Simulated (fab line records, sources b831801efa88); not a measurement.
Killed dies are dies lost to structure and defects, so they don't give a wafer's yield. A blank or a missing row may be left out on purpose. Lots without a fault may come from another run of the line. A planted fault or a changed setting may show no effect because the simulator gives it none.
Chamber matching | flow sfq_line | SFQ_TRILAYER_I3_CMP_CMP_082 on cmp-02: 4 sister chambers
The step polishes SiO2. 21 wafers are shown with their chamber, then 10 later ones without.

WAFERS WITH THEIR CHAMBER
wafer  | chamber | motor_current_A (A) | time_to_endpoint_s (s) | platen_rpm (rpm)
L970.3 | 3       | 8.5                 | 196                    | 59.98
L970.4 | 0       | 10.2                | 211                    | 59.95
L970.5 | 3       | 8.2                 | 207                    | 60.00
L971.2 | 1       | 9.9                 | 218                    | 59.95
L971.4 | 0       | 9.6                 | 217                    | 59.92
L971.5 | 1       | 9.1                 | 224                    | 60.04
L973.3 | 2       | 10.2                | 220                    | 60.03
L973.5 | 0       | 10.3                | 219                    | 59.92
L973.6 | 3       | 8.9                 | 217                    | 59.95
L974.4 | 1       | 9.9                 | 227                    | 59.99
L974.2 | 3       | 8.8                 | 221                    | 60.00
L974.6 | 0       | 10.1                | 221                    | 60.02
L976.3 | 3       | 8.4                 | 214                    | 60.01
L976.2 | 2       | 10.6                | 220                    | 60.04
L977.1 | 2       | 10.7                | 228                    | 59.92
L977.3 | 0       | 9.8                 | 220                    | 59.99
L981.1 | 3       | 8.3                 | 205                    | 59.98
L981.2 | 0       | 10.1                | 204                    | 60.05
L981.4 | 1       | 9.4                 | 214                    | 60.02
L984.4 | 2       | 10.1                | 220                    | 59.99
L984.3 | 0       | 9.5                 | 216                    | 60.02

SIGNATURES (means of the wafers above)
reading            | chamber 0 | chamber 1 | chamber 2 | chamber 3 | scatter within a chamber
motor_current_A    | 9.943     | 9.575     | 10.400    | 8.517     | 0.316
time_to_endpoint_s | 215.43    | 220.75    | 222.00    | 210.00    | 6.79
platen_rpm         | 59.9814   | 60.0000   | 59.9950   | 59.9867   | 0.0435
Rule: a wafer's distance from a chamber is the root of the sum, over the readings, of the square of ((its reading less the chamber's mean) divided by the reading's scatter). The wafer belongs to the nearest chamber; if the next one is less than 2 further off, it can't be placed. The scatter: the root of (the sum of the squares of (reading less its chamber's mean) over the shown wafers, divided by (wafers less chambers)).

WAFERS WITHOUT THEIR CHAMBER
wafer  | motor_current_A (A) | time_to_endpoint_s (s) | platen_rpm (rpm)
L984.5 | 10.6                | 220                    | 60.01
L989.2 | 9.2                 | 218                    | 60.00
L989.3 | 10.7                | 215                    | 60.04
L989.6 | 8.6                 | 205                    | 60.03
L991.2 | 9.9                 | 215                    | 60.01
L991.5 | 9.4                 | 223                    | 59.97
L991.6 | 10.1                | 223                    | 60.00
L992.3 | 10.6                | 214                    | 60.01
L992.5 | 9.3                 | 219                    | 60.01
L992.6 | 9.9                 | 214                    | 60.03

WHICH CHAMBER EACH WENT THROUGH
wafer  | from the rows above          | in truth
L984.5 | can't be placed: 2 or 0      | 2
L989.2 | can't be placed: 1 or 0 or 3 | 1
L989.3 | can't be placed: 2 or 0      | 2
L989.6 | 3                            | 3
L991.2 | can't be placed: 0 or 1 or 2 | 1
L991.5 | can't be placed: 1 or 0      | 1
L991.6 | can't be placed: 2 or 0 or 1 | 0
L992.3 | can't be placed: 2 or 0      | 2
L992.5 | can't be placed: 1 or 0 or 3 | 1
L992.6 | can't be placed: 0 or 1 or 2 | 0
Placed correctly: 1 of 10. Can't be placed from these rows: 9 (the true chamber is among the candidates in 9). Placed wrongly: 0.
